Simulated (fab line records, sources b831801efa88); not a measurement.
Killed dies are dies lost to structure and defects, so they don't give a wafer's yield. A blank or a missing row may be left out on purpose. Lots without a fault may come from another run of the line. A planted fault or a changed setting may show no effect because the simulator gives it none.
Chamber matching | flow sfq_line | SFQ_TRILAYER_I2_VIA_BARC_OPEN_VIA_ETCH_096 on rie_diel-03: 3 sister chambers
The step etches BARC in O2, target depth 125 nm, time 41.7 s. 6 wafers are shown with their chamber, then 6 later ones without.

WAFERS WITH THEIR CHAMBER
wafer  | chamber | rf_fwd_power_W (W) | chamber_pressure_mTorr (mTorr)
L693.5 | 0       | 491.5              | 30.026
L694.3 | 0       | 491.3              | 29.973
L695.5 | 3       | 491.1              | 30.016
L695.6 | 2       | 494.1              | 30.034
L697.1 | 3       | 493.3              | 29.959
L697.3 | 2       | 495.8              | 29.987

WAFERS WITHOUT THEIR CHAMBER
wafer  | rf_fwd_power_W (W) | chamber_pressure_mTorr (mTorr)
L697.4 | 492.7              | 29.996
L699.4 | 495.7              | 29.986
L699.5 | 491.5              | 29.969
L699.6 | 494.3              | 29.985
L702.1 | 494.2              | 29.975
L702.4 | 490.7              | 30.001

WHICH CHAMBER EACH WENT THROUGH
wafer  | from the rows above          | in truth
L697.4 | can't be placed: 3 or 0 or 2 | 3
L699.4 | 2                            | 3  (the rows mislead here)
L699.5 | can't be placed: 3 or 0      | 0
L699.6 | can't be placed: 2 or 3 or 0 | 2
L702.1 | can't be placed: 2 or 3 or 0 | 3
L702.4 | can't be placed: 0 or 3      | 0
Placed correctly: 0 of 6. Can't be placed from these rows: 5 (the true chamber is among the candidates in 5). Placed wrongly: 1.
How it was worked out, from the rows above alone: a wafer's distance from a chamber is the root of the sum, over the readings, of the square of ((its reading less the chamber's mean) divided by the reading's scatter). The wafer belongs to the nearest chamber; if the next one is less than 2 further off, it can't be placed. A chamber's mean is the mean of its shown wafers. The scatter: the root of (the sum of the squares of (reading less its chamber's mean) over the shown wafers, divided by (wafers less chambers)).
